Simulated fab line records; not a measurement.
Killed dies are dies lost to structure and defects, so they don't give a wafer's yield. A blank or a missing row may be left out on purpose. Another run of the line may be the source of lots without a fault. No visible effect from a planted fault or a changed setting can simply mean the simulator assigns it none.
Comparing a struck lot with a sound one || flow sfqLine || 42 out of 325 route steps
Sound: these wafers, L685.1, L685.2, L685.3. Struck: wafers L706.1, L706.6 (left out: L706.2, a lot-mate that was not struck); the cause follows at the end.
Each step with rows lists, per side, the tool, then ch with its chambers, then its first start. Under that, the readings that differ: sound wafers || struck wafers || difference of the means || sigmas: that difference in standard deviations of wafers without a fault.
alike: same words and numbers on both sides, and readings whose means sit less than 2 such deviations apart. not compared: any withheld reading, any reading some wafer has no value for, any bound like >300 that may hide the same value, and any number with overlapping values for which the record gives no deviation.
A row with sigmas, a row that says differs or no value, or rows on one side alone: a step with any of these is where the two part. Non-overlapping numbers with no deviation appear without sigmas and do not part them. Lack of a reading on every wafer of one side parts them only where that side has two or more wafers.

first, 6 steps without rows for these wafers: SFQ_TRILAYER_L0_VIA_LITHO_COAT_018 (resist thk 62 nm); SFQ_TRILAYER_L0_VIA_LITHO_COAT_013 (resist thk 650 nm); SFQ_TRILAYER_L0_VIA_LITHO_SOFTBAKE_017; SFQ_TRILAYER_L0_VIA_LITHO_EXPOSE_014 (exposes mask L0V, target cd 700 nm); SFQ_TRILAYER_L0_VIA_LITHO_PEB_016 (peb time 60 s); SFQ_TRILAYER_L0_VIA_LITHO_DEVELOP_015 (time 60 s).
SFQ_L0V_OVL_MEAS_903:
  struck on overlay-01, day 14 12:56; sound on overlay-01, day 7 22:13
  alike: L0V_OVL
SFQ_TRILAYER_L0_VIA_BARC_OPEN_VIA_ETCH_021: etches BARC in O2, target depth 125 nm, time 41.7 s.
  sound on rieDiel-03 ch 0,2,3, day 7 22:15; struck on rieDiel-01 ch 2, day 14 12:58
  alike: drypumpMotorCurrentA, oesProductAu, rfFwdPowerW
  not compared: rfHoursCounterH
then, 1 step without rows for these wafers: SFQ_TRILAYER_L0_VIA_ETCH_VIA_ETCH_016 (etches SiO2 in CHF3, stops on MoNx KI, target depth 80 nm).
SFQ_TRILAYER_L0_VIA_STRIP_STRIP_017: strips in O2.
  sound on rieMetal-02 ch 0,1, day 7 22:20; struck on rieMetal-02 ch 0, day 14 13:04
  alike: drypumpMotorCurrentA, oesProductAu
  not compared: rfHoursCounterH
then, 2 steps without rows for these wafers: SFQ_TRILAYER_L0_VIA_STRIP_SOLV_CLEAN_018 (cleans in NMP, time 600 s); SFQ_TRILAYER_M0_DEP_PRE_CLEAN_020 (time 15 s).
SFQ_TRILAYER_M0_DEP_SPUTTER_019: material Nb, target thk 200 nm, time 133.3 s.
  struck on pvdSputter-05, day 14 13:52; sound on pvdSputter-06, day 7 23:08
{"reading": "model.Nb_of_TRILAYER_M0_DEP_SPUTTER_019.thkNm (nm)", "sound": "200.1 201.1 201.4", "struck": "129.5 129.5", "difference": -71.4, "sigmas": ""}
  alike: chamberPressurePa, throttleValvePct
SFQ_M0_RS_MEAS_904: a four-point-probe measurement.
  struck on filmMetro-02, day 14 13:57; sound on filmMetro-02, day 7 23:13
{"reading": "M0_NB_RS (ohm/sq)", "sound": "0.889 0.883 0.883", "struck": "1.385 1.386", "difference": "+0.500", "sigmas": "+58"}
then, 6 steps without rows for these wafers: SFQ_TRILAYER_M0_LITHO_COAT_026 (resist thk 62 nm); SFQ_TRILAYER_M0_LITHO_COAT_021 (resist thk 600 nm); SFQ_TRILAYER_M0_LITHO_SOFTBAKE_025; SFQ_TRILAYER_M0_LITHO_EXPOSE_022 (exposes mask M0, target cd 500 nm); SFQ_TRILAYER_M0_LITHO_PEB_024 (peb time 60 s); SFQ_TRILAYER_M0_LITHO_DEVELOP_023 (time 60 s).
-- the record jumps here: 5 days lie between the struck wafers' starts before and after --
SFQ_M0_OVL_MEAS_906:
  struck on overlay-02, day 19 21:07; sound on overlay-01, day 12 05:55
  alike: M0_OVL
then, 1 step without rows for these wafers: SFQ_TRILAYER_M0_BARC_OPEN_METAL_ETCH_031 (etches BARC in O2, target depth 125 nm, time 41.7 s).
SFQ_TRILAYER_M0_ETCH_METAL_ETCH_024: etches Nb in Cl2/Ar, stops on SiO2, target depth 240 nm, time 120 s.
  sound on rieMetal-04 ch 0,1, day 12 06:01; struck on rieMetal-02 ch 0, day 19 21:16
{"reading": "oesProductAu (a.u.)", "sound": "0.900 0.896 0.901", "struck": "0.712 0.715", "difference": -0.185, "sigmas": -27}
  alike: drypumpMotorCurrentA, rfFwdPowerW
  not compared: rfHoursCounterH
then, 3 steps without rows for these wafers: SFQ_TRILAYER_M0_STRIP_STRIP_025 (strips in O2); SFQ_TRILAYER_M0_STRIP_SOLV_CLEAN_026 (cleans in NMP, time 600 s); SFQ_TRILAYER_I0_DEP_PECVD_027 (deposits SiO2 from SiH4/N2O, time 111.11 s, target thk 500 nm).
SFQ_TRILAYER_I0_CMP_CMP_028: polishes SiO2.
  sound on cmp-01 ch 0,1,2, day 12 11:17; struck on cmp-01 ch 2,3, day 20 01:27
  alike: motorCurrentA, timeToEndpointS
SFQ_I0_BOW_MEAS_907:
  struck on filmMetro-02, day 20 02:57; sound on filmMetro-02, day 12 13:47
  alike: I0_BOW
then, 7 steps without rows for these wafers: SFQ_TRILAYER_I0_METRO_MEASURE_029; SFQ_TRILAYER_I0_VIA_LITHO_COAT_036 (resist thk 62 nm); SFQ_TRILAYER_I0_VIA_LITHO_COAT_031 (resist thk 650 nm); SFQ_TRILAYER_I0_VIA_LITHO_SOFTBAKE_035; SFQ_TRILAYER_I0_VIA_LITHO_EXPOSE_032 (exposes mask I0, target cd 500 nm); SFQ_TRILAYER_I0_VIA_LITHO_PEB_034 (peb time 60 s); SFQ_TRILAYER_I0_VIA_LITHO_DEVELOP_033 (time 60 s).
-- the record jumps here: 6 days lie between the struck wafers' starts before and after --
SFQ_I0_OVL_MEAS_908:
  struck on overlay-02, day 25 19:02; sound on overlay-01, day 17 09:13
  alike: I0_OVL
SFQ_TRILAYER_I0_VIA_BARC_OPEN_VIA_ETCH_046: etches BARC in O2, target depth 125 nm, time 41.7 s.
  sound on rieDiel-01 ch 0,2,3, day 17 09:15; struck on rieDiel-01 ch 0,2, day 25 19:05
  alike: drypumpMotorCurrentA, oesProductAu, rfFwdPowerW
  not compared: rfHoursCounterH
then, 1 step without rows for these wafers: SFQ_TRILAYER_I0_VIA_ETCH_VIA_ETCH_034 (etches SiO2 in CHF3, stops on Nb, target depth 260 nm).
SFQ_TRILAYER_I0_VIA_STRIP_STRIP_035: strips in O2.
  sound on rieMetal-04 ch 0,1, day 17 09:24; struck on rieMetal-04 ch 0,1, day 25 19:14
  alike: drypumpMotorCurrentA, oesProductAu
  not compared: rfHoursCounterH
then, 2 steps without rows for these wafers: SFQ_TRILAYER_I0_VIA_STRIP_SOLV_CLEAN_036 (cleans in NMP, time 600 s); SFQ_TRILAYER_M1_DEP_PRE_CLEAN_038 (time 22.5 s).
-- the record jumps here: 56 days lie between the struck wafers' starts before and after --
SFQ_M8_BOW_MEAS_951:
  struck on filmMetro-03, day 82 00:54; sound on filmMetro-03, day 73 09:13
{"reading": "model.etest.m0.ohmUm", "sound": "1.786 1.772 1.771", "struck": "2.763 2.761", "difference": "+0.986", "sigmas": ""}
{"reading": "model.etest.i0.linkOhm", "sound": "1.951 1.96 1.958", "struck": "2.441 2.444", "difference": "+0.486", "sigmas": ""}
{"reading": "model.etest.m0.ohmSq", "sound": "0.8889 0.8845 0.883", "struck": "1.374 1.374", "difference": "+0.489", "sigmas": ""}
  alike: M8_BOW

== WHERE THEY PART ==
Last at SFQ_TRILAYER_M0_ETCH_METAL_ETCH_024 as far as this record goes, first at SFQ_M0_RS_MEAS_904. Later steps at which nothing parts them and some readings are alike: SFQ_TRILAYER_I0_CMP_CMP_028, SFQ_I0_BOW_MEAS_907, SFQ_I0_OVL_MEAS_908, SFQ_TRILAYER_I0_VIA_BARC_OPEN_VIA_ETCH_046, SFQ_TRILAYER_I0_VIA_STRIP_STRIP_035, SFQ_M8_BOW_MEAS_951.

WHY: the cause the simulator had injected
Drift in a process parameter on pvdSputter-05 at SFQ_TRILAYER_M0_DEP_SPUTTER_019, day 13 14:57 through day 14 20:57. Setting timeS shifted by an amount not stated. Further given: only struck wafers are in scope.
